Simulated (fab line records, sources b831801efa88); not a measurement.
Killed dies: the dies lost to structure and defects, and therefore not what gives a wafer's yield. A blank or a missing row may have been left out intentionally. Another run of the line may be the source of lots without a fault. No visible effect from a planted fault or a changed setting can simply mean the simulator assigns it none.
fab line records	flow gf180mcu	part 1 of 2: steps 1 to 28 of 40
[record] lots = 5	wafers = 15	lastDay = 34
route steps=602 shown VT_IMPLANT@126 MVSD@136 NWELL@137 LVPWELL@138 MVPSD@139 DUAL_GATE@141 POLY_GATE@157
lots that met no fault: taken from a fault-free run of the same line
startH: the number of hours between the record's first day and the start of the first shown wafer of the lot	waitH: how many hours have passed since the lot's step before this one	" identical to the entry in the row above	L1.1+2: one row covering several wafers at once	- no value, or no start given	* or withheld: withheld	< > ~ a bound
route shown NAME@n: names a module that has steps shown in the file, with the first one's number in the route	usual: mean/standard deviation of fault-free wafers	same: alike in all rows	chamber/n: place in a boat	sites: readings site by site	_std_site: how widely they spread, as a standard deviation	_edge_site: inner sites' mean taken away from outer sites' mean	radiusMm: for every site, how far away it sits from the centre of the wafer	mask NAME#n: copy n	behind: tool/chamber where the wafer was last shaped	hold: cause of the lot's hold/its duration in hours/its outcome	device: the transistor (n, p or np) that didn't switch	end of line: at the end of the route, the tests of the same wafers	a step with no rows: only its recipe	killed: at the first sort, the dies lost to defects and structure; wafer yield is something else	map: per-die view of a wafer (x killed, . not killed, _ where there is no die)
set.NAME: the run value of the setting; set.NAME@STEP: its run value at that earlier step	model.NAME: the simulator's own value behind a step, which no gauge read
lots at some steps of the route; a table a step, a row a wafer
services: when a tool's chamber went out of use (startH, in hours from the record's first day, below 0 if earlier), for how many hours, and the reason
[[steps]]
[step GF_VT_IMPLANT_SOFTBAKE_36]
[recipe] tempC = 90	timeS = 60	resist = NOVOLAK
lot.wafer	tool	chamber	startH	waitH
L083.1+2+4	lithoTrack-04	0	206.60	0.1
L087.2+3+5	lithoTrack-04	0	251.77	0.1
L089.1+3+5	lithoTrack-02	0	258.45	0.1
L095.1+5+6	lithoTrack-01	0	287.30	0.1
L097.2+3+5	lithoTrack-01	0	305.03	0.1
[step GF_VT_IMPLANT_EXPOSE_37]
[recipe] maskId = Nwell_HV_AREA	targetCdNm = 860	na = 0.6	sourceShape = conventional	sigmaOuter = 0.6	doseMj = 140
[usual] reticleTempC = 23.01/0.1
lot.wafer	tool	chamber	startH	waitH	mask	reticleTempC
L083.1	ilineStepper-01	0	-	-	Nwell_HV_AREA#0	23.11
L083.2	"	0	"	"	Nwell_HV_AREA#0	23.11
L083.4	"	0	"	"	Nwell_HV_AREA#0	23.07
L087.2	ilineStepper-01	0	-	-	Nwell_HV_AREA#0	22.85
L087.3	"	0	"	"	Nwell_HV_AREA#0	22.95
L087.5	"	0	"	"	Nwell_HV_AREA#0	22.91
L089.1	ilineStepper-02	0	-	-	Nwell_HV_AREA#0	23.08
L089.3	"	0	"	"	Nwell_HV_AREA#0	23.05
L089.5	"	0	"	"	Nwell_HV_AREA#0	22.98
L095.1	ilineStepper-01	0	-	-	Nwell_HV_AREA#0	23.12
L095.5	"	0	"	"	Nwell_HV_AREA#0	23.03
L095.6	"	0	"	"	Nwell_HV_AREA#0	22.99
L097.2	ilineStepper-02	0	-	-	Nwell_HV_AREA#0	23.00
L097.3	"	0	"	"	Nwell_HV_AREA#0	23.04
L097.5	"	0	"	"	Nwell_HV_AREA#0	22.95
[step GF_VT_IMPLANT_PEB_38]
[recipe] tempC = withheld	timeS = *	resist = NOVOLAK
lot.wafer	tool	chamber	startH	waitH
L083.1+2+4	lithoTrack-02	0	-	-
L087.2+3+5	lithoTrack-04	0	-	-
L089.1+3+5	lithoTrack-04	0	-	-
L095.1+5+6	lithoTrack-04	0	-	-
L097.2+3+5	lithoTrack-02	0	-	-
[step GF_VT_IMPLANT_DEVELOP_39]
[recipe] developTimeS = 60	devTempC = 23
lot.wafer	tool	chamber	startH	waitH
L083.1+2+4	lithoTrack-02	0	215.50	0.1
L087.2+3+5	lithoTrack-04	0	261.22	0.1
L089.1+3+5	lithoTrack-04	0	267.44	0.1
L095.1+5+6	lithoTrack-04	0	297.59	0.1
L097.2+3+5	lithoTrack-02	0	315.07	0.1
[step GF_VT_IMPLANT_OVL_MEAS_40]
[usual] VT_IMPLANT_03_OVL = 0.4/1.4
lot.wafer	tool	chamber	startH	waitH	VT_IMPLANT_03_OVL[nm]
L083.1	overlay-02	-	215.65	0.1	1.5
L083.2	"	-	"	"	1.4
L083.4	"	-	"	"	2.2
L087.2	overlay-02	-	261.35	0.1	1.4
L087.3	"	-	"	"	-1.1
L087.5	"	-	"	"	1.6
L089.1	overlay-01	-	267.59	0.1	-1.6
L089.3	"	-	"	"	-0.2
L089.5	"	-	"	"	1.5
L095.1	overlay-01	-	297.74	0.1	1.9
L095.5	"	-	"	"	3.1
L095.6	"	-	"	"	3.4
L097.2	overlay-01	-	315.20	0.1	-0.6
L097.3	"	-	"	"	-1.9
L097.5	"	-	"	"	-1.4
[step GF_VT_IMPLANT_IMPLANT_41]
[recipe] species = As	energyKev = 70	doseCm2 = 1.013e+12	tiltDeg = 7
[usual] endStationPressureTorr = 5.01e-06/2.4e-07	tiltDeg = 6.999/0.02
[same] implantIonAmu = 75
lot.wafer	tool	chamber	startH	waitH	endStationPressureTorr	tiltDeg
L083.1	implanter-02	0	215.69	0.0	4.64e-06	7.009
L083.2	"	0	"	"	5.2e-06	7.008
L083.4	"	0	"	"	5.15e-06	7.010
L087.2	implanter-01	0	261.41	0.0	4.89e-06	7.007
L087.3	"	0	"	"	5.02e-06	6.979
L087.5	"	0	"	"	4.86e-06	7.015
L089.1	implanter-04	0	267.63	0.0	5e-06	7.020
L089.3	"	0	"	"	5.04e-06	7.008
L089.5	"	0	"	"	4.88e-06	6.977
L095.1	implanter-01	0	297.78	0.0	5.06e-06	7.021
L095.5	"	0	"	"	4.7e-06	7.029
L095.6	"	0	"	"	4.95e-06	7.031
L097.2	implanter-01	0	315.26	0.0	5.05e-06	7.006
L097.3	"	0	"	"	5.19e-06	7.001
L097.5	"	0	"	"	5.22e-06	7.007
[step GF_VT_IMPLANT_STRIP_42]
[recipe] chemistry = O2/N2	powerW = 1400	pressureMtorr = 1500	platenTempC = 250	o2FlowSccm = 3000	n2FlowSccm = 300	overashFraction = 0.5
[usual] drypumpMotorCurrentA = 5.8/0.34	heaterPowerW = 348/31	oesProductAu = 0.716/0.0043	stripTimeToEndpointS = 12.62/0.038
lot.wafer	tool	chamber	startH	waitH	drypumpMotorCurrentA	heaterPowerW	oesProductAu	rfHoursCounterH	stripTimeToEndpointS
L083.1	plasmaAsher-04	0	215.84	0.1	5.5	358	0.713	56	12.55
L083.2	"	1	"	"	6.0	369	0.712	56	12.61
L083.4	"	1	"	"	5.9	371	0.723	-	12.61
L087.2	plasmaAsher-04	1	261.53	0.1	5.9	366	0.720	61	12.58
L087.3	"	1	"	"	5.9	363	0.718	-	12.57
L087.5	"	0	"	"	5.5	367	0.719	-	12.56
L089.1	plasmaAsher-04	0	267.78	0.1	5.5	363	0.709	61	12.62
L089.3	"	0	"	"	5.5	349	0.720	-	12.66
L089.5	"	1	"	"	6.0	362	0.710	-	12.62
L095.1	plasmaAsher-03	0	297.93	0.1	5.5	359	0.717	51	12.65
L095.5	"	1	"	"	6.3	349	0.710	-	12.63
L095.6	"	0	"	"	5.5	352	0.714	-	12.64
L097.2	plasmaAsher-03	0	315.38	0.1	5.5	362	0.710	53	12.56
L097.3	"	1	"	"	6.3	353	0.715	-	12.59
L097.5	"	1	"	"	6.3	351	0.712	-	12.61
[step GF_VT_IMPLANT_TW_MEAS_43]
[usual] VT_IMPLANT_4_TW = 694/3.7
lot.wafer	tool	chamber	startH	waitH	VT_IMPLANT_4_TW
L083.1	filmMetro-04	-	215.94	0.1	690
L083.2	"	-	"	"	691
L083.4	"	-	"	"	687
L087.2	filmMetro-04	-	261.64	0.1	689
L087.3	"	-	"	"	689
L087.5	"	-	"	"	694
L089.1	filmMetro-01	-	267.88	0.1	691
L089.3	"	-	"	"	695
L089.5	"	-	"	"	695
L095.1	filmMetro-01	-	298.03	0.1	699
L095.5	"	-	"	"	698
L095.6	"	-	"	"	697
L097.2	filmMetro-03	-	315.49	0.1	695
L097.3	"	-	"	"	702
L097.5	"	-	"	"	700
[step GF_VT_IMPLANT_CLEAN_44]
[recipe] chemistry = SC1/SC2	mix = 1:4:20	tempC = 70	timeS = 150	dry = n2Spin
[usual] bathGuardTempC = 70.1/0.53
lot.wafer	tool	chamber	startH	waitH	bathGuardTempC
L083.1	wetBench-04	0	216.00	0.1	68.8
L083.2	"	0	"	"	69.2
L083.4	"	0	"	"	69.1
L087.2	wetBench-04	3	261.69	0.0	69.5
L087.3	"	3	"	"	69.4
L087.5	"	3	"	"	69.3
L089.1	wetBench-03	2	267.94	0.1	70.1
L089.3	"	2	"	"	70.2
L089.5	"	2	"	"	70.6
L095.1	wetBench-02	1	298.09	0.1	70.2
L095.5	"	1	"	"	70.4
L095.6	"	1	"	"	70.3
L097.2	wetBench-03	2	315.64	0.1	70.0
L097.3	"	2	"	"	70.2
L097.5	"	2	"	"	70.1
[step GF_VT_IMPLANT_RTA_45]
[recipe] tempC = 1050	timeS = 30	ambient = N2
[usual] lampPowerPct = 38.2/1.5	wafer_temp_C_max = 1054.2/1
lot.wafer	tool	chamber	startH	waitH	lampPowerPct	wafer_temp_C_max
L083.1	rtpAnneal-02	0	216.05	0.0	39.6	1053.5
L083.2	"	0	"	"	39.5	1053.5
L083.4	"	0	"	"	39.6	1055.1
L087.2	rtpAnneal-01	0	261.76	0.0	36.4	1053.4
L087.3	"	0	"	"	36.4	1053.4
L087.5	"	0	"	"	36.4	1052.9
L089.1	rtpAnneal-02	0	267.99	0.0	39.5	1053.9
L089.3	"	0	"	"	39.6	1054.5
L089.5	"	0	"	"	39.6	1056.0
L095.1	rtpAnneal-02	0	298.14	0.0	39.5	1054.5
L095.5	"	0	"	"	39.5	1054.0
L095.6	"	0	"	"	39.5	1057.0
L097.2	rtpAnneal-01	0	315.71	0.0	36.5	1052.9
L097.3	"	0	"	"	36.5	1053.0
L097.5	"	0	"	"	36.4	1053.3
[step GF_VT_IMPLANT_RS_MEAS_46]
[recipe] thkMeasGauge = four-point-probe
[usual] MVSD_RS = 456.9/1.1
lot.wafer	tool	chamber	startH	waitH	MVSD_RS[ohm/sq]
L083.1	filmMetro-03	-	216.15	0.1	457.3
L083.2	"	-	"	"	458.0
L083.4	"	-	"	"	456.4
L087.2	filmMetro-02	-	261.86	0.1	457.8
L087.3	"	-	"	"	458.2
L087.5	"	-	"	"	458.0
L089.1	filmMetro-02	-	268.09	0.1	460.1
L089.3	"	-	"	"	457.6
L089.5	"	-	"	"	458.0
L095.1	filmMetro-02	-	298.24	0.1	457.3
L095.5	"	-	"	"	456.2
L095.6	"	-	"	"	456.5
L097.2	filmMetro-01	-	315.81	0.1	457.7
L097.3	"	-	"	"	456.4
L097.5	"	-	"	"	456.7
[step GF_VT_IMPLANT_RS_MEAS_47]
[recipe] thkMeasGauge = four-point-probe
[usual] NWELL_RS = 487.9/1.4
lot.wafer	tool	chamber	startH	waitH	NWELL_RS[ohm/sq]
L083.1	filmMetro-03	-	216.27	0.1	487.8
L083.2	"	-	"	"	489.1
L083.4	"	-	"	"	487.5
L087.2	filmMetro-02	-	261.98	0.1	489.7
L087.3	"	-	"	"	489.9
L087.5	"	-	"	"	488.7
L089.1	filmMetro-02	-	268.21	0.1	489.6
L089.3	"	-	"	"	489.4
L089.5	"	-	"	"	488.8
L095.1	filmMetro-02	-	298.36	0.1	489.6
L095.5	"	-	"	"	489.3
L095.6	"	-	"	"	489.5
L097.2	filmMetro-01	-	315.93	0.1	488.2
L097.3	"	-	"	"	489.4
L097.5	"	-	"	"	489.2
[step GF_VT_IMPLANT_RS_MEAS_48]
[recipe] thkMeasGauge = four-point-probe
[usual] LVPWELL_RS = 1198/3.9
lot.wafer	tool	chamber	startH	waitH	LVPWELL_RS[ohm/sq]
L083.1	filmMetro-03	-	216.39	0.1	1205
L083.2	"	-	"	"	1202
L083.4	"	-	"	"	1201
L087.2	filmMetro-02	-	262.10	0.1	1199
L087.3	"	-	"	"	1196
L087.5	"	-	"	"	1199
L089.1	filmMetro-02	-	268.33	0.1	1200
L089.3	"	-	"	"	1200
L089.5	"	-	"	"	1202
L095.1	filmMetro-02	-	298.48	0.1	1197
L095.5	"	-	"	"	1199
L095.6	"	-	"	"	1197
L097.2	filmMetro-01	-	316.05	0.1	1197
L097.3	"	-	"	"	1196
L097.5	"	-	"	"	1194
[step GF_VT_IMPLANT_RS_MEAS_49]
[recipe] thkMeasGauge = four-point-probe
[usual] MVPSD_RS = 1170.2/2.4
lot.wafer	tool	chamber	startH	waitH	MVPSD_RS[ohm/sq]
L083.1	filmMetro-03	-	216.51	0.1	1171.7
L083.2	"	-	"	"	1170.0
L083.4	"	-	"	"	1169.1
L087.2	filmMetro-02	-	262.22	0.1	1174.5
L087.3	"	-	"	"	1173.4
L087.5	"	-	"	"	1172.6
L089.1	filmMetro-02	-	268.45	0.1	1171.1
L089.3	"	-	"	"	1171.1
L089.5	"	-	"	"	1169.5
L095.1	filmMetro-02	-	298.60	0.1	1173.4
L095.5	"	-	"	"	1172.1
L095.6	"	-	"	"	1173.0
L097.2	filmMetro-01	-	316.17	0.1	1171.6
L097.3	"	-	"	"	1169.7
L097.5	"	-	"	"	1169.7
[step GF_VT_IMPLANT_WET_ETCH_50]
[recipe] chemistry = dHF	targetDepthNm = 20	target = SiO2	tempC = 25	dilution = 100:1	timeS = 400
lot.wafer	tool	chamber	startH	waitH
L083.1+2+4	wetBench-03	0	216.63	0.1
L087.2+3+5	wetBench-03	0	262.32	0.1
L089.1+3+5	wetBench-04	2	268.57	0.1
L095.1+5+6	wetBench-04	1	298.72	0.1
L097.2+3+5	wetBench-02	0	316.27	0.1
[step GF_DUAL_GATE_CLEAN_00]
[recipe] chemistry = SC1/SC2	mix = 1:4:20	tempC = 70	timeS = 150
[usual] bathGuardTempC = 70.2/0.49
lot.wafer	tool	chamber	startH	waitH	bathGuardTempC
L083.1	wetBench-04	0	216.75	0.0	69.2
L083.2	"	0	"	"	69.1
L083.4	"	0	"	"	69.1
L087.2	wetBench-02	3	262.44	0.0	69.8
L087.3	"	3	"	"	70.0
L087.5	"	3	"	"	70.3
L089.1	wetBench-03	3	268.69	0.0	70.1
L089.3	"	3	"	"	70.5
L089.5	"	3	"	"	70.3
L095.1	wetBench-04	2	298.84	0.0	70.1
L095.5	"	2	"	"	69.8
L095.6	"	2	"	"	70.2
L097.2	wetBench-03	1	316.39	0.0	70.2
L097.3	"	1	"	"	71.0
L097.5	"	1	"	"	70.7
[step GF_DUAL_GATE_CLEAN_01]
[recipe] chemistry = dHF	timeS = 20	dilution = 100:1	dry = ipaMarangoni
lot.wafer	tool	chamber	startH	waitH
L083.1+2+4	wetBench-03	3	216.80	0.0
L087.2+3+5	wetBench-03	2	262.49	0.0
L089.1+3+5	wetBench-04	2	268.74	0.0
L095.1+5+6	wetBench-04	3	298.89	0.0
L097.2+3+5	wetBench-02	0	316.45	0.0
[step GF_DUAL_GATE_OXIDATION_02]
[recipe] tempC = 900	ambient = O2	stabiliseS = 600	purgeS = 300	targetThkA = 108.87	oxTimeS = 1602
[usual] zonePowerUpperPct = 18.0/1.3
lot.wafer	tool	chamber	startH	waitH	zonePowerUpperPct
L083.1	furnace-02	0	218.39	1.6	17.1
L083.2	"	0	"	"	17.5
L083.4	"	0	"	"	17.1
L087.2	furnace-02	0	262.51	0.0	17.0
L087.3	"	0	"	"	17.1
L087.5	"	0	"	"	16.9
L089.1	furnace-02	0	268.75	0.0	16.7
L089.3	"	0	"	"	17.1
L089.5	"	0	"	"	17.0
L095.1	furnace-02	0	298.90	0.0	16.6
L095.5	"	0	"	"	17.4
L095.6	"	0	"	"	16.9
L097.2	furnace-01	0	319.07	2.6	19.9
L097.3	"	0	"	"	19.7
L097.5	"	0	"	"	20.0
[step GF_DUAL_GATE_THK_MEAS_03]
[recipe] reads = SiO2_of_DUAL_GATE_OXIDATION_02
[usual] DUAL_GATE_OXIDATION_00_THK = 10.85/0.18
lot.wafer	tool	chamber	startH	waitH	DUAL_GATE_OXIDATION_00_THK[nm]
L083.1	filmMetro-04	-	219.84	0.0	10.52
L083.2	"	-	"	"	10.86
L083.4	"	-	"	"	10.64
L087.2	filmMetro-02	-	263.96	0.0	11.01
L087.3	"	-	"	"	11.15
L087.5	"	-	"	"	11.14
L089.1	filmMetro-01	-	270.20	0.0	10.85
L089.3	"	-	"	"	11.18
L089.5	"	-	"	"	11.09
L095.1	filmMetro-01	-	300.35	0.0	10.80
L095.5	"	-	"	"	10.76
L095.6	"	-	"	"	10.74
L097.2	filmMetro-01	-	320.53	0.0	10.74
L097.3	"	-	"	"	10.91
L097.5	"	-	"	"	10.76
[step GF_DUAL_GATE_DEHYDRATE_04]
[recipe] tempC = 200	timeS = 60
lot.wafer	tool	chamber	startH	waitH
L083.1+2+4	lithoTrack-04	0	228.14	8.3
L087.2+3+5	lithoTrack-01	0	273.63	9.7
L089.1+3+5	lithoTrack-03	0	279.43	9.2
L095.1+5+6	lithoTrack-03	0	310.13	9.8
L097.2+3+5	lithoTrack-01	0	329.68	9.1
[step GF_DUAL_GATE_HMDS_05]
[recipe] primeTimeS = 60	primeTempC = 120
[usual] primeTempC = 119.99/0.13
lot.wafer	tool	chamber	startH	waitH	primeTempC
L083.1	lithoTrack-04	0	228.29	0.1	120.03
L083.2	"	0	"	"	120.06
L083.4	"	0	"	"	119.92
L087.2	lithoTrack-01	0	273.78	0.1	119.90
L087.3	"	0	"	"	119.88
L087.5	"	0	"	"	119.91
L089.1	lithoTrack-03	0	279.58	0.1	119.98
L089.3	"	0	"	"	120.09
L089.5	"	0	"	"	120.00
L095.1	lithoTrack-03	0	310.28	0.1	119.84
L095.5	"	0	"	"	119.85
L095.6	"	0	"	"	119.80
L097.2	lithoTrack-01	0	329.83	0.1	119.95
L097.3	"	0	"	"	119.91
L097.5	"	0	"	"	120.04
[step GF_DUAL_GATE_COAT_06]
[recipe] resist = NOVOLAK	spinRpm = 3000	resistThkNm = 1000
lot.wafer	tool	chamber	startH	waitH
L083.1+2+4	lithoTrack-04	0	228.44	0.1
L087.2+3+5	lithoTrack-01	0	273.93	0.1
L089.1+3+5	lithoTrack-03	0	279.73	0.1
L095.1+5+6	lithoTrack-03	0	310.43	0.1
L097.2+3+5	lithoTrack-01	0	329.98	0.1
[step GF_DUAL_GATE_SOFTBAKE_07]
[recipe] tempC = 90	timeS = 62.44	resist = NOVOLAK
[usual] plateSensorTCentreC = 90.758/0.01	plateSensorTEdgeC = 90.830/0.01	softbakeTempC = 90.01/0.14
lot.wafer	tool	chamber	startH	waitH	plateSensorTCentreC	plateSensorTEdgeC	softbakeTempC
L083.1	lithoTrack-04	0	228.59	0.1	90.777	90.836	90.14
L083.2	"	0	"	"	90.753	90.838	89.89
L083.4	"	0	"	"	90.774	90.833	89.99
L087.2	lithoTrack-01	0	274.08	0.1	90.738	90.831	90.19
L087.3	"	0	"	"	90.751	90.839	90.05
L087.5	"	0	"	"	90.760	90.854	90.13
L089.1	lithoTrack-03	0	279.88	0.1	90.761	90.840	90.06
L089.3	"	0	"	"	90.761	90.832	90.17
L089.5	"	0	"	"	90.759	90.821	90.01
L095.1	lithoTrack-03	0	310.58	0.1	90.757	90.817	89.97
L095.5	"	0	"	"	90.752	90.846	89.68
L095.6	"	0	"	"	90.750	90.814	89.72
L097.2	lithoTrack-01	0	330.13	0.1	90.759	90.822	89.74
L097.3	"	0	"	"	90.763	90.834	89.98
L097.5	"	0	"	"	90.746	90.824	90.07
[step GF_DUAL_GATE_EXPOSE_08]
[recipe] maskId = Dualgate	targetCdNm = 700	na = 0.6	sourceShape = conventional	sigmaOuter = 0.6	doseMj = 140
[usual] reticleTempC = 23.01/0.093
lot.wafer	tool	chamber	startH	waitH	mask	reticleTempC
L083.1	ilineStepper-01	0	-	-	Dualgate#0	23.00
L083.2	"	0	"	"	Dualgate#0	23.03
L083.4	"	0	"	"	Dualgate#0	22.93
L087.2	ilineStepper-02	0	-	-	Dualgate#0	23.11
L087.3	"	0	"	"	Dualgate#0	23.00
L087.5	"	0	"	"	Dualgate#0	23.07
L089.1	ilineStepper-02	0	-	-	Dualgate#0	22.99
L089.3	"	0	"	"	Dualgate#0	23.10
L089.5	"	0	"	"	Dualgate#0	23.04
L095.1	ilineStepper-02	0	-	-	Dualgate#0	22.94
L095.5	"	0	"	"	Dualgate#0	22.98
L095.6	"	0	"	"	Dualgate#0	23.05
L097.2	ilineStepper-02	0	-	-	Dualgate#0	23.01
L097.3	"	0	"	"	Dualgate#0	22.91
L097.5	"	0	"	"	Dualgate#0	22.88
[step GF_DUAL_GATE_PEB_09]
[recipe] tempC = withheld	timeS = *	resist = NOVOLAK
lot.wafer	tool	chamber	startH	waitH
L083.1+2+4	lithoTrack-01	0	-	-
L087.2+3+5	lithoTrack-03	0	-	-
L089.1+3+5	lithoTrack-03	0	-	-
L095.1+5+6	lithoTrack-03	0	-	-
L097.2+3+5	lithoTrack-01	0	-	-
[step GF_DUAL_GATE_DEVELOP_10]
[recipe] developTimeS = 60	devTempC = 23
lot.wafer	tool	chamber	startH	waitH
L083.1+2+4	lithoTrack-01	0	237.55	0.1
L087.2+3+5	lithoTrack-03	0	283.46	0.1
L089.1+3+5	lithoTrack-03	0	289.48	0.1
L095.1+5+6	lithoTrack-03	0	320.88	0.1
L097.2+3+5	lithoTrack-01	0	341.48	0.1
[step GF_DUAL_GATE_OVL_MEAS_11]
[usual] DUAL_GATE_OVL = 1.0/1.2
lot.wafer	tool	chamber	startH	waitH	DUAL_GATE_OVL[nm]
L083.1	overlay-02	-	237.70	0.1	3.1
L083.2	"	-	"	"	2.9
L083.4	"	-	"	"	2.0
L087.2	overlay-02	-	283.59	0.1	2.6
L087.3	"	-	"	"	2.6
L087.5	"	-	"	"	3.7
L089.1	overlay-02	-	289.63	0.1	-0.9
L089.3	"	-	"	"	-0.3
L089.5	"	-	"	"	-0.8
L095.1	overlay-01	-	321.03	0.1	-0.2
L095.5	"	-	"	"	1.9
L095.6	"	-	"	"	1.6
L097.2	overlay-01	-	341.61	0.1	1.1
L097.3	"	-	"	"	2.8
L097.5	"	-	"	"	-0.2
[step GF_DUAL_GATE_WET_ETCH_12]
[recipe] chemistry = dHF	targetDepthNm = 13	dry = n2Spin	target = SiO2	tempC = 25	dilution = 100:1	timeS = 260
lot.wafer	tool	chamber	startH	waitH
L083.1+2+4	wetBench-04	3	237.74	0.0
L087.2+3+5	wetBench-03	1	283.62	0.0
L089.1+3+5	wetBench-02	2	289.67	0.0
L095.1+5+6	wetBench-04	2	321.07	0.0
L097.2+3+5	wetBench-03	1	341.64	0.0
